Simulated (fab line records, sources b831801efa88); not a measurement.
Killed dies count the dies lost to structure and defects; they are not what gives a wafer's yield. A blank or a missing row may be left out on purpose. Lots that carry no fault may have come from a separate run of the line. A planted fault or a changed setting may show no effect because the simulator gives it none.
Which tool is to blame? / flow sky130 / 14 lots with 42 wafers sampled at 3 steps, on a route of 708 steps

## WHAT EACH GAUGE READ, for each wafer
SKY_SONOS_TUNNEL_CD_MEAS_07 targets a cd of 410 nm.
lot=L484; measured=day 11 07:57; on=cd-sem-01; cd-nm (nm)=410.6 411.4 410.4
lot=L483; measured=day 11 10:11; on=cd-sem-01; cd-nm (nm)=409.8 412.7 413.4
lot=L485; measured=day 12 03:03; on=cd-sem-02; cd-nm (nm)=411.6 412.5 412.3
lot=L491; measured=day 13 15:40; on=cd-sem-02; cd-nm (nm)=410.1 407.4 410.9
lot=L494; measured=day 14 22:26; on=cd-sem-02; cd-nm (nm)=408.4 409.4 408.8
lot=L495; measured=day 15 08:08; on=cd-sem-01; cd-nm (nm)=407.5 410.7 407.8
lot=L496; measured=day 15 13:22; on=cd-sem-01; cd-nm (nm)=409.8 410.8 410.8
lot=L497; measured=day 15 20:51; on=cd-sem-01; cd-nm (nm)=407.7 412.0 407.3
lot=L499; measured=day 16 14:28; on=cd-sem-01; cd-nm (nm)=414.4 413.0 413.3
lot=L502; measured=day 17 06:32; on=cd-sem-01; cd-nm (nm)=409.5 406.4 409.4
lot=L503; measured=day 18 03:36; on=cd-sem-02; cd-nm (nm)=408.3 409.4 408.3
lot=L504; measured=day 18 22:53; on=cd-sem-01; cd-nm (nm)=410.1 406.9 411.0
lot=L506; measured=day 19 12:52; on=cd-sem-02; cd-nm (nm)=407.6 406.4 407.9
lot=L505; measured=day 19 13:59; on=cd-sem-02; cd-nm (nm)=414.1 415.6 414.2

SKY_SONOS_ONO_THK_MEAS_03.
lot=L484; measured=day 11 11:04; on=film-metro-02; SONOS_ONO_CVD_02_THK (nm)=10.67 10.58 10.60
lot=L483; measured=day 11 15:46; on=film-metro-04; SONOS_ONO_CVD_02_THK (nm)=10.60 10.36 10.39
lot=L485; measured=day 12 06:29; on=film-metro-04; SONOS_ONO_CVD_02_THK (nm)=10.48 10.52 10.45
lot=L491; measured=day 13 19:17; on=film-metro-04; SONOS_ONO_CVD_02_THK (nm)=10.49 10.47 10.43
lot=L494; measured=day 15 04:27; on=film-metro-03; SONOS_ONO_CVD_02_THK (nm)=10.35 10.10 10.27
lot=L495; measured=day 15 11:47; on=film-metro-02; SONOS_ONO_CVD_02_THK (nm)=10.23 10.25 10.08
lot=L496; measured=day 15 16:28; on=film-metro-04; SONOS_ONO_CVD_02_THK (nm)=10.33 10.40 10.20
lot=L497; measured=day 16 02:10; on=film-metro-03; SONOS_ONO_CVD_02_THK (nm)=10.55 10.59 10.57
lot=L499; measured=day 16 17:37; on=film-metro-04; SONOS_ONO_CVD_02_THK (nm)=10.52 10.51 10.63
lot=L502; measured=day 17 13:07; on=film-metro-02; SONOS_ONO_CVD_02_THK (nm)=10.57 10.56 10.50
lot=L503; measured=day 18 10:28; on=film-metro-03; SONOS_ONO_CVD_02_THK (nm)=10.41 10.41 10.42
lot=L504; measured=day 19 04:22; on=film-metro-03; SONOS_ONO_CVD_02_THK (nm)=10.68 10.56 10.60
lot=L506; measured=day 19 15:58; on=film-metro-02; SONOS_ONO_CVD_02_THK (nm)=10.41 10.51 10.42
lot=L505; measured=day 19 17:19; on=film-metro-04; SONOS_ONO_CVD_02_THK (nm)=10.53 10.30 10.38

SKY_POLY_GATE_OVL_MEAS_14.
lot=L484; measured=day 16 05:58; on=overlay-01; POLY_GATE_OVL (nm)=6 6 5
lot=L483; measured=day 16 06:47; on=overlay-01; POLY_GATE_OVL (nm)=4 8 -1
lot=L485; measured=day 17 05:44; on=overlay-01; POLY_GATE_OVL (nm)=4 -2 5
lot=L491; measured=day 19 00:58; on=overlay-02; POLY_GATE_OVL (nm)=5 -1 3
lot=L494; measured=day 20 13:47; on=overlay-01; POLY_GATE_OVL (nm)=0 4 0
lot=L495; measured=day 20 19:52; on=overlay-02; POLY_GATE_OVL (nm)=-5 -2 -3
lot=L496; measured=day 21 01:38; on=overlay-01; POLY_GATE_OVL (nm)=-1 2 -4
lot=L497; measured=day 21 14:38; on=overlay-01; POLY_GATE_OVL (nm)=5 10 7
lot=L499; measured=day 22 02:10; on=overlay-01; POLY_GATE_OVL (nm)=4 -2 3
lot=L502; measured=day 23 00:28; on=overlay-01; POLY_GATE_OVL (nm)=11 2 6
lot=L503; measured=day 23 22:14; on=overlay-01; POLY_GATE_OVL (nm)=9 2 6
lot=L504; measured=day 24 12:31; on=overlay-02; POLY_GATE_OVL (nm)=4 -3 0
lot=L506; measured=day 25 00:40; on=overlay-02; POLY_GATE_OVL (nm)=-13 -5 -4
lot=L505; measured=day 25 02:46; on=overlay-01; POLY_GATE_OVL (nm)=-3 2 2

## WHAT TOOL EACH LOT RAN ON (gives the tool, then ch and the chambers of the sampled wafers, and finally the start)
Record: no process step prior to these readings.

## WHAT THE TOOLS THEMSELVES READ (means of the sampled wafers that have a number; where no wafer has one, the mark that the record gives instead)
The record holds no such reading with a usual standard deviation.

## THE ANSWER, worked out from the rows above alone
Rule: what is usual is taken from the lots themselves. Put in order of their means at a reading, lots are off if they are a third of the lots or fewer, leave a main group of 4 or more, and stand apart from it by a gap of 3 or more times the standard deviation of the main group's means; of several such gaps the widest counts. A main group is skipped when, at the precision printed for the reading in the tables above, its means are all equal. Also off: a lot with no number at a reading for which 4 or more lots have one. Any other lot the step has rows for is counted as sound. The gauges are gone through in route order, then the tools' own readings, and for those a lot's mean is taken as printed above. At the first step where some lot is off, the reading lying furthest off is the one used; lots without a number count as furthest.
Nothing can be told from this: no lot is off at any reading shown.

## WHAT WAS PUT IN BY THE SIMULATOR
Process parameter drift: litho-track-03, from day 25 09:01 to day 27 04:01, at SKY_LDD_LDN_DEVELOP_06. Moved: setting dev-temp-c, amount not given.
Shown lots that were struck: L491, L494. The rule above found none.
